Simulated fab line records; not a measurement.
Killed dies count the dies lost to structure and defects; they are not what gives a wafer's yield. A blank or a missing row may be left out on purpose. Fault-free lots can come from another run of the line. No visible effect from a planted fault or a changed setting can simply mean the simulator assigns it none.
Code-filled problem report in 8D (eight disciplines) form :: flow sky130 :: the parts of the form that need people (team, actions taken, sign-off) are left out

## 1. THE PROBLEM
rf_fwd_power_W at SKY_PASSIVATION_ETCH_11 reads a mean of 926.0 W on 6 wafers of 2 lots; wafers without a fault read 797.3 W with a standard deviation of 2.4. Measured from the usual mean, that is +54 standard deviations.
The step: etches the open film in CF4/O2, stops on AlCu, target depth 725 nm, time 161.1 s.
First seen on wafer L901.2, day 45 21:58, on rie_diel-01. Wafers with a number at this step in the record: 33, from 11 lots. Rule for "out", or "out of limits": more than 4 standard deviations from the usual mean. The rest of the wafers with a number are treated as sound.

## 2. WHAT IT IS, AND WHAT IT ISN'T
question: which readings at this step
is: rf_fwd_power_W
is not: drypump_motor_current_A

question: which lots
is: L901, L904
is not: L897, L898, L899, L906, L916, L917, L918, L919, L920

question: which wafers of those lots
is: all that have a number
is not: -

question: read on which tools
is: rie_diel-01
is not: rie_diel-04

question: when
is: from day 45 21:58
is not: up to then (9 sound wafers); but 18 sound wafers of L906, L916, L917, L918, L919, L920 came after

## 3. SUSPECTS, AND WHAT RULES EACH OUT
Counting: any tool at a process step up to the reading is kept as a suspect provided that every lot that is out went through it and no sound lot did after the first of them.
- pvd_sputter-02 at SKY_METAL5_SPUTTER_04 (material TiN, target thk 70 nm, time 58.3 s): ruled out as a lasting fault. Sound lots L906, L918 ran on it after its first lot that is out, L901 (day 44 00:50).
- pecvd-01 at SKY_PASSIVATION_CVD_02 (deposits Si3N4, target thk 540 nm): kept. It ran every lot that is out, first L901 (day 45 00:28), and no sound lot after that; its last sound lot up to then is L898 (day 44 02:40).
- rie_diel-01 at SKY_PASSIVATION_ETCH_11 (etches the open film in CF4/O2, stops on AlCu, target depth 725 nm, time 161.1 s): ruled out as a lasting fault. Sound lots L916, L918, L920 ran on it after its first lot that is out, L901 (day 45 21:58).
The count leaves pecvd-01 at SKY_PASSIVATION_CVD_02.

## 4. THE CAUSE (what the simulator had put in)
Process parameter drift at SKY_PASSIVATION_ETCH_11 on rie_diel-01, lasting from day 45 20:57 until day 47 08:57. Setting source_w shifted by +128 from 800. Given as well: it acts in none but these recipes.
Counting ruled it out, wrongly.

## 5. SEQUENCE OF EFFECTS, ordered by route
Each row: a reading whose mean over the struck wafers that have a number lies more than 3 standard deviations from the usual. Only readings for which the record gives a usual standard deviation are gone through. hours: the time from each lot's start at the first step in this table that gives one to its start at this step, as a median over the lots. sigmas: the change in usual standard deviations.
hours: 0
step: SKY_PASSIVATION_ETCH_11
reading: rf_fwd_power_W
usual: 797.3 W
on struck wafers: 926.0
change: +128.8
sigmas: +54

hours: 0
step: SKY_PASSIVATION_STRIP_12
reading: strip_time_to_endpoint_s
usual: 31.60 s
on struck wafers: 30.82
change: -0.78
sigmas: -5.6
The process steps in it:
- SKY_PASSIVATION_ETCH_11: etches the open film in CF4/O2, stops on AlCu, target depth 725 nm, time 161.1 s.
- SKY_PASSIVATION_STRIP_12: strips in O2/N2.

## 6. HOW IT WOULD HAVE BEEN CAUGHT EARLIER
In this record the first reading out of limits was taken at day 45 21:58, 1 hour after the fault began at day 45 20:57.
